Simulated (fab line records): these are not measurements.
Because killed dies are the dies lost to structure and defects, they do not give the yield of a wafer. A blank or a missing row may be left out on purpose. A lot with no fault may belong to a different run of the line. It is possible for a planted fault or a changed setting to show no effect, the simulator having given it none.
Comparing a struck lot with a sound one    flow sky130    44 steps out of a route of 708
Sound: wafers L649.2, L649.3, L649.4. Struck: wafers L661.1, L661.2 (left out: L661.4, a lot-mate that was not struck); the cause follows at the end.
Per side, at each step with rows, come the tool, then ch with its chambers, and then its first start. Under that, the readings that differ: sound wafers    struck wafers    difference of the means    sigmas: that difference in standard deviations of wafers without a fault.
alike: readings with means less than 2 such deviations apart, plus words and numbers identical on both sides. not compared: withheld readings, readings lacking a value on some wafer, bounds such as >300 that could conceal the same value, and numbers that have no deviation in the record and whose values overlap.
A row with sigmas, a row that says differs or no value, or rows on one side alone: a step with any of these is where the two part. Non-overlapping numbers with no deviation appear without sigmas and do not part them. A reading missing from all wafers of one side parts the sides only when that side holds two or more wafers.

first, 2 steps without rows for these wafers: SKY_DNWELL_DEVELOP_06 (develop time 60 s); SKY_DNWELL_IMPLANT_07.
SKY_DNWELL_STRIP_08: strips in O2/N2.
  sound on plasma-asher-02 ch 0,1, day 4 07:57; struck on plasma-asher-04 ch 0,1, day 6 21:53
  alike: drypump-motor-current-A, oes-product-au, strip-time-to-endpoint-s
  not compared: rf-hours-counter-h
SKY_DNWELL_TW_MEAS_09:
  sound on film-metro-01 at day 4 08:04; struck on film-metro-04 at day 6 21:59
  alike: DNWELL_TW
then, 7 steps without rows for these wafers: SKY_PWDE_DEHYDRATE_00 (time 60 s); SKY_PWDE_HMDS_01 (prime time 60 s); SKY_PWDE_COAT_02 (resist thk 3000 nm); SKY_PWDE_SOFTBAKE_03; SKY_PWDE_EXPOSE_04 (exposes mask PWDEM, target cd 840 nm); SKY_PWDE_PEB_05; SKY_PWDE_DEVELOP_06 (develop time 60 s).
SKY_PWDE_OVL_MEAS_07:
  sound on overlay-02 at day 4 23:59; struck on overlay-02 at day 7 15:47
  alike: PWDE_OVL
SKY_PWDE_IMPLANT_08:
  sound on implanter-02 ch 0, day 5 00:03; struck on implanter-02 ch 0, day 7 15:50
  alike: dose-ions-cm2
SKY_PWDE_STRIP_09: strips in O2/N2.
  sound on plasma-asher-01 ch 0,1, day 5 00:10; struck on plasma-asher-03 ch 0,1, day 7 15:59
  alike: drypump-motor-current-A, oes-product-au, strip-time-to-endpoint-s
  not compared: rf-hours-counter-h
SKY_PWDE_TW_MEAS_10:
  sound on film-metro-03 at day 5 00:17; struck on film-metro-03 at day 7 16:05
  alike: PWDE_TW
then, 7 steps without rows for these wafers: SKY_NWELL_DEHYDRATE_03 (time 60 s); SKY_NWELL_HMDS_04 (prime time 60 s); SKY_NWELL_COAT_05 (resist thk 3000 nm); SKY_NWELL_SOFTBAKE_06; SKY_NWELL_EXPOSE_07 (exposes mask NWM, target cd 840 nm); SKY_NWELL_PEB_08; SKY_NWELL_DEVELOP_09 (develop time 60 s).
SKY_NWELL_OVL_MEAS_10:
  sound on overlay-01 at day 5 17:09; struck on overlay-02 at day 8 10:20
reading            sound           struck   difference  sigmas
NWELL_00_OVL (nm)  -0.9 -2.0 -3.2  1.5 2.8  +4.2        +3
then, 3 steps without rows for these wafers: SKY_NWELL_IMPLANT_11; SKY_NWELL_IMPLANT_12; SKY_NWELL_IMPLANT_13.
SKY_NWELL_STRIP_14: strips in O2/N2.
  sound on plasma-asher-01 ch 0,1, day 5 17:38; struck on plasma-asher-02 ch 0,1, day 8 10:50
reading                       sound              struck       difference  sigmas
strip-time-to-endpoint-s (s)  36.80 36.76 36.80  37.04 37.02  +0.24       +3
  alike: drypump-motor-current-A, oes-product-au
  not compared: rf-hours-counter-h
SKY_NWELL_TW_MEAS_15:
  sound on film-metro-04 at day 5 17:44; struck on film-metro-04 at day 8 10:56
  alike: NWELL_TW
then, 7 steps without rows for these wafers: SKY_NWELL_DEHYDRATE_16 (time 60 s); SKY_NWELL_HMDS_17 (prime time 60 s); SKY_NWELL_COAT_18 (resist thk 3000 nm); SKY_NWELL_SOFTBAKE_19; SKY_NWELL_EXPOSE_20 (exposes mask NWM COMPLEMENT, target cd 840 nm); SKY_NWELL_PEB_21; SKY_NWELL_DEVELOP_22 (develop time 60 s).
SKY_NWELL_OVL_MEAS_23:
  sound on overlay-02 at day 6 12:18; struck on overlay-01 at day 9 07:47
  alike: NWELL_01_OVL
then, 1 step without rows for these wafers: SKY_NWELL_IMPLANT_24.
SKY_NWELL_STRIP_25: strips in O2/N2.
  sound on plasma-asher-01 ch 0,1, day 6 12:29; struck on plasma-asher-01 ch 0,1, day 9 07:58
  alike: drypump-motor-current-A, oes-product-au, strip-time-to-endpoint-s
  not compared: rf-hours-counter-h
SKY_NWELL_TW_MEAS_26:
  sound on film-metro-03 at day 6 12:35; struck on film-metro-03 at day 9 08:04
  alike: NWELL_2_TW
then, 1 step without rows for these wafers: SKY_NWELL_CLEAN_27 (cleans in SC1/SC2, time 150 s).
SKY_NWELL_RTA_28: time 30 s.
  sound on rtp-anneal-01 ch 0, day 6 12:42; struck on rtp-anneal-02 ch 0, day 9 08:11
  alike: lamp-power-pct, ramp-up-c-per-s, wafer_temp_C_max
SKY_NWELL_RS_MEAS_29: a four-point-probe measurement.
  sound on film-metro-01 at day 6 12:49; struck on film-metro-04 at day 9 08:17
  alike: NWELL_RS
SKY_NWELL_RS_MEAS_31: a four-point-probe measurement.
  sound on film-metro-01 at day 6 13:03; struck on film-metro-04 at day 9 08:31
reading           sound           struck     difference  sigmas
PWDE_RS (ohm/sq)  5277 5257 5253  5498 5480  +227        +10
-- the record jumps here: 40 days lie between the struck wafers' starts before and after (it left off in module NWELL and takes up again in module PAD_OPEN, whose first step shown is number 708 of the route) --
SKY_PAD_OPEN_PROBE_99:
  sound on prober-02 at day 46 19:25; struck on prober-01 at day 49 08:20
reading                                    sound           struck     difference  sigmas
model.etest.res-pwde-under-gate.rs-ohm-sq  6237 6176 6214  6756 6730  +534        
  alike: killed_at_M0_to_M3, killed_at_M4_up, killed-at-contacts, killed-at-front-end, killed-at-other, killed-dies, killed-open, killed-short
  not compared: model.etest.res_p_drift_20v.line-ohm-um, model.etest.res_p_drift_20v.rs-ohm-sq

WHERE THEY PART
Earliest at SKY_NWELL_OVL_MEAS_10; latest, in this record, at SKY_NWELL_RS_MEAS_31. Later steps at which nothing parts them and some readings are alike: SKY_PAD_OPEN_PROBE_99.

WHY: what had been put in by the simulator
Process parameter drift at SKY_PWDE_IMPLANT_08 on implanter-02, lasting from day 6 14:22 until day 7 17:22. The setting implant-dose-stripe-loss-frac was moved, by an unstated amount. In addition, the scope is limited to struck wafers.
